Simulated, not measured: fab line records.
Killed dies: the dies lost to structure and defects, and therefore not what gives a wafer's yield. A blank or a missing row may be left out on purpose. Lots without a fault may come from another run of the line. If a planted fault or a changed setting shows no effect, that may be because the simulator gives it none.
Problem report, 8D (eight disciplines) form, completed by code ; flow gf180mcu ; the parts of the form that need people (team, actions taken, sign-off) are left out

## 1. THE PROBLEM
cathode dc power W at GF_M3_SPUTTER_00 reads a mean of 4523.1 W on 1 wafer of 1 lot; wafers without a fault read 4000.1 W with a standard deviation of 0.68. That is +99 or more standard deviations from the usual mean.
The step: material Ti, target thk 37.5 nm, time 150 s.
Seen first at day 27 00:18 on pvd sputter-01, wafer L134.3. The record has a number at this step for 39 wafers belonging to 13 lots. The rule behind "out" and "out of limits": a value lying over 4 standard deviations away from the usual mean. Any other wafer with a number is counted as sound.

## 2. WHAT IT IS, AND WHAT IT ISN'T
question;is;is not
which readings at this step;cathode dc power W;throttle valve pct
which lots;L134;L116, L117, L118, L119, L121, L122, L123, L124, L125, L127, L128, L138
which wafers of those lots;L134.3;L134.2, L134.5
read on which tools;pvd sputter-01;pvd sputter-02, pvd sputter-03
when;from day 27 00:18;"up to then (35 sound wafers); but 3 sound wafers of L138 came after"

## 3. SUSPECTS, AND WHAT RULES EACH OUT
Counting: a tool at a process step up to the reading stays a suspect if it ran every lot that is out. Sound lots after the first of them don't rule it out here, since some wafers of a struck lot are sound.
- pvd sputter-01 at GF_M3_SPUTTER_00 (material Ti, target thk 37.5 nm, time 150 s): kept. It ran the lot that is out, L134 (day 27 00:18); its last sound lot up to then is L128 (day 25 07:45). Out on those wafers are its own readings of cathode dc power W.
Remaining after the count: pvd sputter-01 at GF_M3_SPUTTER_00.

## 4. THE CAUSE (what the simulator had put in)
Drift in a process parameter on pvd sputter-01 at GF_M3_SPUTTER_00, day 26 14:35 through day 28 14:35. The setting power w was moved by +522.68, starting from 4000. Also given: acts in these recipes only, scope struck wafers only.
Counting left only this tool.

## 5. THE EFFECT CHAIN, in route order
One row per reading whose mean, taken over the struck wafers that have a number, lies over 3 standard deviations from the usual. Readings are gone through only where the record gives a usual standard deviation; hours: the median, over the lots, of the time from a lot's start at the first step in this table giving one to that lot's start at this step; sigmas: the change measured in usual standard deviations.
hours;step;reading;usual;on struck wafers;change;sigmas
0;GF_M3_SPUTTER_00;cathode dc power W;4000.1 W;4523.1;+523.0;+99 or more
It contains these process steps:
- GF_M3_SPUTTER_00: material Ti, target thk 37.5 nm, time 150 s.
Later steps that measure or inspect, where all struck wafers having a row at the step show a number for every such reading and not one has moved that far: GF_M3_THK_MEAS_06.

## 6. HOW IT WOULD HAVE BEEN CAUGHT EARLIER
First out-of-limits reading in this record: day 27 00:18, which is 10 hours after fault onset at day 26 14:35.
